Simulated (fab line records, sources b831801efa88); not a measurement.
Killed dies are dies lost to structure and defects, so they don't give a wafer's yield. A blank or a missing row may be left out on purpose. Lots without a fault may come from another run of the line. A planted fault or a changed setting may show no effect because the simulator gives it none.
Which tool did it? | flow sky130 | 12 lots, 36 wafers sampled, at 6 steps of a route of 708

WHAT THE GAUGES READ, wafer by wafer
SKY_METAL1_OVL_MEAS_16. Usual: METAL1_OVL 9 nm, standard deviation 5.7.
lot  | measured     | on         | METAL1_OVL (nm) | flag
L668 | day 33 15:20 | overlay-02 | 8 10 8          |
L670 | day 33 23:23 | overlay-01 | 8 13 13         |
L669 | day 34 00:53 | overlay-02 | 5 6 -5          |
L671 | day 34 12:37 | overlay-02 | -1 12 2         |
L672 | day 34 15:59 | overlay-02 | 11 16 12        |
L673 | day 34 21:40 | overlay-01 | 18 18 12        |
L678 | day 36 09:18 | overlay-01 | 13 16 22        |
L679 | day 36 17:19 | overlay-01 | 11 18 6         |
L684 | day 37 22:19 | overlay-02 | 10 0 10         |
L685 | day 38 03:27 | overlay-02 | 13 16 19        |
L690 | day 39 19:21 | overlay-01 | 1 11 1          |
L691 | day 40 02:50 | overlay-01 | 4 7 12          |

SKY_METAL2_RS_MEAS_05: measures by four-point-probe. Usual: METAL2_ALCU_RS 0.1267 ohm/sq, standard deviation 0.0014.
lot  | measured     | on            | METAL2_ALCU_RS (ohm/sq) | flag
L668 | day 34 20:41 | film_metro-04 | 0.1258 0.1273 0.1262    |
L670 | day 35 04:05 | film_metro-04 | 0.1263 0.1278 0.1278    |
L669 | day 35 06:08 | film_metro-01 | 0.1268 0.1269 0.1276    |
L671 | day 35 18:07 | film_metro-01 | 0.1271 0.1268 0.1278    |
L672 | day 35 21:23 | film_metro-04 | 0.1294 0.1291 0.1281    |
L673 | day 36 03:08 | film_metro-04 | 0.1248 0.1250 0.1244    |
L678 | day 37 13:55 | film_metro-04 | 0.1272 0.1270 0.0679    | OFF
L679 | day 37 21:18 | film_metro-04 | 0.1252 0.0682 0.1259    | OFF
L684 | day 39 02:31 | film_metro-04 | 0.1267 0.1255 0.1259    |
L685 | day 39 07:37 | film_metro-02 | 0.1236 0.1243 0.1239    |
L690 | day 40 22:02 | film_metro-04 | 0.1271 0.1273 0.1280    |
L691 | day 41 05:49 | film_metro-04 | 0.1273 0.1288 0.1282    |

SKY_METAL2_THK_MEAS_06: measures by xrf. Usual: METAL2_ALCU_THK 253.5 nm, standard deviation 2.7.
lot  | measured     | on            | METAL2_ALCU_THK (nm) | flag
L668 | day 34 20:48 | film_metro-04 | 256.1 252.6 253.3    |
L670 | day 35 04:12 | film_metro-04 | 254.2 252.1 251.5    |
L669 | day 35 06:14 | film_metro-01 | 251.7 254.0 252.8    |
L671 | day 35 18:14 | film_metro-01 | 252.2 254.9 254.0    |
L672 | day 35 21:29 | film_metro-04 | 249.0 250.1 249.9    |
L673 | day 36 03:14 | film_metro-04 | 258.0 256.5 258.2    |
L678 | day 37 14:02 | film_metro-04 | 250.4 252.0 465.0    | OFF
L679 | day 37 21:25 | film_metro-04 | 254.2 465.2 255.0    | OFF
L684 | day 39 02:37 | film_metro-04 | 252.6 253.7 254.0    |
L685 | day 39 07:44 | film_metro-02 | 259.4 257.4 257.9    |
L690 | day 40 22:08 | film_metro-04 | 251.6 251.2 250.8    |
L691 | day 41 05:56 | film_metro-04 | 253.1 250.6 249.4    |

WHICH TOOL RAN EACH LOT (tool, then ch and the chambers of the sampled wafers, then the start)
lot  | SKY_METAL1_ETCH_18                | SKY_VIA1_STRIP_16                    | SKY_METAL2_SPUTTER_02
L668 | rie_metal-01 ch 0,1, day 33 15:24 | plasma_asher-03 ch 0,1, day 34 19:19 | pvd_sputter-04, day 34 20:35
L670 | rie_metal-02 ch 0,1, day 33 23:27 | plasma_asher-03 ch 0,1, day 35 02:43 | pvd_sputter-04, day 35 03:59
L669 | rie_metal-01 ch 0,1, day 34 00:57 | plasma_asher-03 ch 0,1, day 35 04:43 | pvd_sputter-03, day 35 05:59
L671 | rie_metal-01 ch 0,1, day 34 12:40 | plasma_asher-03 ch 0, day 35 16:45   | pvd_sputter-03, day 35 18:02
L672 | rie_metal-02 ch 0,1, day 34 16:03 | plasma_asher-04 ch 0,1, day 35 19:58 | pvd_sputter-03, day 35 21:16
L673 | rie_metal-02 ch 0, day 34 21:47   | plasma_asher-04 ch 0,1, day 36 01:44 | pvd_sputter-04, day 36 03:01
L678 | rie_metal-02 ch 0,1, day 36 09:22 | plasma_asher-03 ch 0,1, day 37 12:33 | pvd_sputter-04, day 37 13:50
L679 | rie_metal-01 ch 0, day 36 17:23   | plasma_asher-04 ch 0,1, day 37 19:53 | pvd_sputter-04, day 37 21:12
L684 | rie_metal-01 ch 0, day 37 22:23   | plasma_asher-03 ch 0,1, day 39 00:45 | pvd_sputter-01, day 39 02:24
L685 | rie_metal-02 ch 1, day 38 03:33   | plasma_asher-04 ch 0,1, day 39 06:16 | pvd_sputter-03, day 39 07:32
L690 | rie_metal-02 ch 0,1, day 39 19:25 | plasma_asher-02 ch 0,1, day 40 20:38 | pvd_sputter-04, day 40 21:53
L691 | rie_metal-02 ch 0,1, day 40 02:54 | plasma_asher-04 ch 0,1, day 41 04:27 | pvd_sputter-01, day 41 05:43
- SKY_METAL1_ETCH_18: etches BARC in N2/H2, stops on SiO2, time 45.9 s, target depth 60 nm.
- SKY_VIA1_STRIP_16: strips in O2/N2.
- SKY_METAL2_SPUTTER_02: material AlCu, target thk 250 nm, time 13.3 s.

WHAT THE TOOLS THEMSELVES READ (means of the sampled wafers that have a number; where no wafer has one, the mark that the record gives instead)
SKY_METAL1_ETCH_18. Usual: drypump_motor_current_A 5.9 A, standard deviation 0.49; n2_flow_sccm 100.02 sccm, standard deviation 0.28; oes_product_au 0.855 a.u., standard deviation 0.0045; throttle_valve_pct 13.225 %, standard deviation 0.0089.
lot  | tool         | drypump_motor_current_A (A) | n2_flow_sccm (sccm) | oes_product_au (a.u.) | throttle_valve_pct (%) | flag
L668 | rie_metal-01 | 6.1                         | 99.72               | 0.854                 | 13.228                 |
L670 | rie_metal-02 | 6.1                         | 99.91               | 0.856                 | 13.225                 |
L669 | rie_metal-01 | 6.1                         | 99.90               | 0.849                 | 13.218                 |
L671 | rie_metal-01 | 6.0                         | 100.35              | 0.853                 | 13.225                 |
L672 | rie_metal-02 | 5.7                         | 100.12              | 0.857                 | 13.233                 |
L673 | rie_metal-02 | 5.2                         | 100.11              | 0.853                 | 13.233                 |
L678 | rie_metal-02 | 5.7                         | 99.92               | 0.858                 | 13.218                 |
L679 | rie_metal-01 | 5.9                         | 100.40              | 0.850                 | 13.231                 |
L684 | rie_metal-01 | 5.9                         | 100.11              | 0.852                 | 13.220                 |
L685 | rie_metal-02 | 6.6                         | 99.95               | 0.854                 | 13.229                 |
L690 | rie_metal-02 | 5.7                         | 99.95               | 0.855                 | 13.223                 |
L691 | rie_metal-02 | 6.1                         | 99.97               | 0.854                 | 13.235                 |

SKY_VIA1_STRIP_16. Usual: drypump_motor_current_A 5.69 A, standard deviation 0.29; n2_flow_sccm 299.9 sccm, standard deviation 0.9; oes_product_au 0.415 a.u., standard deviation 0.0041; strip_time_to_endpoint_s 4.457 s, standard deviation 0.02.
lot  | tool            | drypump_motor_current_A (A) | n2_flow_sccm (sccm) | oes_product_au (a.u.) | strip_time_to_endpoint_s (s) | flag
L668 | plasma_asher-03 | 5.86                        | 300.4               | 0.414                 | 4.457                        |
L670 | plasma_asher-03 | 5.78                        | 299.2               | 0.417                 | 4.461                        |
L669 | plasma_asher-03 | 5.77                        | 299.8               | 0.415                 | 4.466                        |
L671 | plasma_asher-03 | 5.96                        | 301.0               | 0.409                 | 4.442                        |
L672 | plasma_asher-04 | 5.53                        | 299.6               | 0.412                 | 4.447                        |
L673 | plasma_asher-04 | 5.54                        | 299.5               | 0.417                 | 4.443                        |
L678 | plasma_asher-03 | 5.78                        | 299.1               | 0.415                 | 4.464                        |
L679 | plasma_asher-04 | 5.43                        | 300.3               | 0.417                 | 4.445                        |
L684 | plasma_asher-03 | 5.85                        | 300.4               | 0.414                 | 4.444                        |
L685 | plasma_asher-04 | 5.52                        | 299.5               | 0.412                 | 4.451                        |
L690 | plasma_asher-02 | 5.61                        | 300.3               | 0.412                 | 4.449                        |
L691 | plasma_asher-04 | 5.55                        | 299.6               | 0.417                 | 4.489                        |

SKY_METAL2_SPUTTER_02. Usual: throttle_valve_pct 30.2 %, standard deviation 1.5.
lot  | tool           | throttle_valve_pct (%) | flag
L668 | pvd_sputter-04 | 30.0                   |
L670 | pvd_sputter-04 | 31.1                   |
L669 | pvd_sputter-03 | 31.9                   |
L671 | pvd_sputter-03 | 30.5                   |
L672 | pvd_sputter-03 | 30.8                   |
L673 | pvd_sputter-04 | 29.2                   |
L678 | pvd_sputter-04 | 29.9                   |
L679 | pvd_sputter-04 | 29.9                   |
L684 | pvd_sputter-01 | 29.6                   |
L685 | pvd_sputter-03 | 31.2                   |
L690 | pvd_sputter-04 | 30.4                   |
L691 | pvd_sputter-01 | 30.9                   |

THE ANSWER, worked out from the rows above alone
Rule: a lot is off if the mean of its wafers that have a number lies more than 3 standard deviations from the usual mean. A lot without any number at a reading at which 4 lots or more have one is off too. The other lots that the step has rows for count as sound. The gauges are gone through in route order, then the tools' own readings, and for those a lot's mean is taken as printed above. The first step at which some lot is off is used, and at that step the reading that is off furthest; a lot without a number counts as furthest.
Off: L678, L679, at SKY_METAL2_RS_MEAS_05 (METAL2_ALCU_RS).
A tool fits if, at a process step before that reading, it ran every lot that is off, and no sound lot after the first of them. The gauges at SKY_METAL2_RS_MEAS_05 are tried like those tools. None of those tried fits.

WHAT THE SIMULATOR HAD PUT IN
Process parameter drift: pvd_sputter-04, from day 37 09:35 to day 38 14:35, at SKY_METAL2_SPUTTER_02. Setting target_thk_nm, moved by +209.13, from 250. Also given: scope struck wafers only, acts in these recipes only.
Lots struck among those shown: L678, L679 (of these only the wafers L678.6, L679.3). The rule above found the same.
